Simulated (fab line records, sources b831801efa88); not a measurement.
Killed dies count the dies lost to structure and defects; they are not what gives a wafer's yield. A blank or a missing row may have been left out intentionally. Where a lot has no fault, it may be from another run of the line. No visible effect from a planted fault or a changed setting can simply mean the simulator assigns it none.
A lot that was struck, set against a sound lot / flow gf180mcu / 16 steps out of a route of 602
Sound: the wafers L679.3, L679.4, L679.5. Struck: wafer L680.5. (L680.2, L680.4 of the same lot were not struck and are left out.) The cause comes at the end.
For every step that has rows: the tool of each side, followed by ch and its chambers, followed by its first start. Under that, the readings that differ: sound wafers / struck wafers / difference of the means / sigmas: that difference in standard deviations of wafers without a fault.
alike: a reading whose means differ by less than 2 such deviations, as well as words and numbers matching on both sides. not compared: withheld readings; readings where some wafer has no value; bounds like >300 that might hide an equal value; numbers whose values overlap and for which the record gives no deviation.
Wherever a step has rows on one side only, a row that says differs or no value, or a row with sigmas, the two part there. Numbers that don't overlap but have no deviation are shown without sigmas and don't part them. A reading missing from all wafers of one side parts the sides only when that side holds two or more wafers.

GF_HV_LDD_RS_MEAS_53: the measuring method here is four-point-probe.
  sound on film metro-01 at day 15 22:52; struck on film metro-02 at day 16 08:52
  alike: HV_LDD_RS
then, 1 step without rows for these wafers: GF_HV_LDD_CVD_54 (deposits SiO2 from TEOS, target thk 10 nm, time 75 s).
GF_HV_LDD_THK_MEAS_55:
  sound on film metro-02 at day 15 23:59; struck on film metro-02 at day 16 10:00
  alike: HV_LDD_CVD_54_THK
then, 1 step without rows for these wafers: GF_HV_LDD_CVD_56 (deposits Si3N4 from DCS/NH3, target thk 90 nm, time 1543 s).
GF_HV_LDD_THK_MEAS_57:
  sound on film metro-01 at day 16 01:28; struck on film metro-02 at day 16 11:29
  alike: HV_LDD_CVD_56_THK
GF_HV_LDD_ETCHBACK_58: etches Si3N4 in CH3F/O2, stops on SiO2, time 100 s, target depth 90 nm.
  sound on rie diel-03 ch 0,1, day 16 01:31; struck on rie diel-01 ch 3, day 16 11:32
reading=throttle valve pct (%); sound=10.557 10.566 10.549; struck=10.576; difference=+0.019; sigmas=+2
  alike: drypump motor current A, oes product au, rf fwd power W
  not compared: rf hours counter h
then, 6 steps without rows for these wafers: GF_NSD_DEHYDRATE_00 (time 60 s); GF_NSD_HMDS_01 (prime time 60 s); GF_NSD_COAT_02 (resist thk 1000 nm); GF_NSD_SOFTBAKE_03 (time 60 s); GF_NSD_EXPOSE_04 (exposes mask Nplus, target cd 400 nm); GF_NSD_PEB_05.
GF_NSD_DEVELOP_06: develop time 60 s.
  sound on litho track-01 ch 0, day 16 22:35; struck on litho track-02 ch 0, day 17 09:13
  alike: chill plate temp C, developer temp C
GF_NSD_CD_MEAS_07: target cd 400 nm.
  sound on cd sem-02 at day 16 22:44; struck on cd sem-02 at day 17 09:22
reading=cd nm (nm); sound=395.9 395.8 396.7; struck=267.9; difference=-128.2; sigmas=-49
GF_NSD_OVL_MEAS_08:
  sound on overlay-01 at day 16 22:49; struck on overlay-02 at day 17 09:28
  alike: NSD_OVL
-- the record jumps here: 15 days lie between the struck wafers' starts before and after (it left off in module NSD and takes up again in module PASSIVATION, whose first step shown is number 602 of the route) --
GF_PASSIVATION_PROBE_99:
  record: rows for the struck wafers here (prober-02, day 32 11:16), none for the sound ones

== WHERE THEY PART ==
At GF_HV_LDD_ETCHBACK_58 first; at GF_PASSIVATION_PROBE_99 last (within this record only).

WHY: what the simulator had put in
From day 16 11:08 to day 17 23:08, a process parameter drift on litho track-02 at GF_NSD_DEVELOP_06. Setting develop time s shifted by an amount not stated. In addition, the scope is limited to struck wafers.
